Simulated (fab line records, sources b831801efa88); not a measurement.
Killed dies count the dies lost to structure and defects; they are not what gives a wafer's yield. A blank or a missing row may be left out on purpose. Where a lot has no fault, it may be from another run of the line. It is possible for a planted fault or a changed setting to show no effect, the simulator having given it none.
Which tool was responsible? / flow sky130 / 11 lots (33 wafers sampled), 1 step of a 708-step route

WHAT THE GAUGES SHOWED, per wafer
SKY_SD_P_CD_MEAS_07: target cd 380 nm.
lot=L776; measured=day 25 21:35; on=cd sem-02; cd nm (nm)=378.0 379.2 379.6
lot=L775; measured=day 26 01:16; on=cd sem-02; cd nm (nm)=382.1 381.5 381.2
lot=L777; measured=day 26 08:46; on=cd sem-01; cd nm (nm)=376.3 378.0 376.9
lot=L778; measured=day 26 11:01; on=cd sem-02; cd nm (nm)=379.3 379.8 377.1
lot=L779; measured=day 26 19:02; on=cd sem-01; cd nm (nm)=379.6 379.0 382.4
lot=L783; measured=day 30 04:16; on=cd sem-02; cd nm (nm)=378.2 380.1 377.5
lot=L786; measured=day 31 04:04; on=cd sem-02; cd nm (nm)=377.4 380.0 375.5
lot=L790; measured=day 31 18:22; on=cd sem-01; cd nm (nm)=379.3 377.3 375.5
lot=L793; measured=day 32 02:29; on=cd sem-01; cd nm (nm)=383.3 380.8 380.1
lot=L792; measured=day 32 04:14; on=cd sem-02; cd nm (nm)=382.8 378.5 379.8
lot=L797; measured=day 32 19:29; on=cd sem-02; cd nm (nm)=379.4 377.9 379.1

WHICH TOOL RAN EACH LOT (tool, then ch and the chambers of the sampled wafers, then the start)
The record holds no process step before these readings.

WHAT THE TOOLS THEMSELVES READ (means of the sampled wafers that have a number; where no wafer has one, the mark that the record gives instead)
The record holds no such reading with a usual standard deviation.

THE ANSWER, worked out from the rows above alone
Rule: the usual values come from the lots themselves. The widest of any qualifying gaps counts: lots, ordered by their means at a reading, are off when they make up no more than a third of the lots, leave a main group of 4 or more, and stand apart from it by 3 or more times the standard deviation of that group's means. A main group whose means are all the same, to the digits that the tables above print for the reading, isn't used. Also off: a lot with no number at a reading for which 4 or more lots have one. Any other lot the step has rows for is counted as sound. Order of review: gauges by route order, followed by the tools' own readings, for which a lot's mean as printed above is used. At the first step where some lot is off, the reading lying furthest off is the one used; lots without a number count as furthest.
Across all readings shown, no lot is off: no conclusion can be drawn from this.

WHAT THE SIMULATOR HAD INSERTED
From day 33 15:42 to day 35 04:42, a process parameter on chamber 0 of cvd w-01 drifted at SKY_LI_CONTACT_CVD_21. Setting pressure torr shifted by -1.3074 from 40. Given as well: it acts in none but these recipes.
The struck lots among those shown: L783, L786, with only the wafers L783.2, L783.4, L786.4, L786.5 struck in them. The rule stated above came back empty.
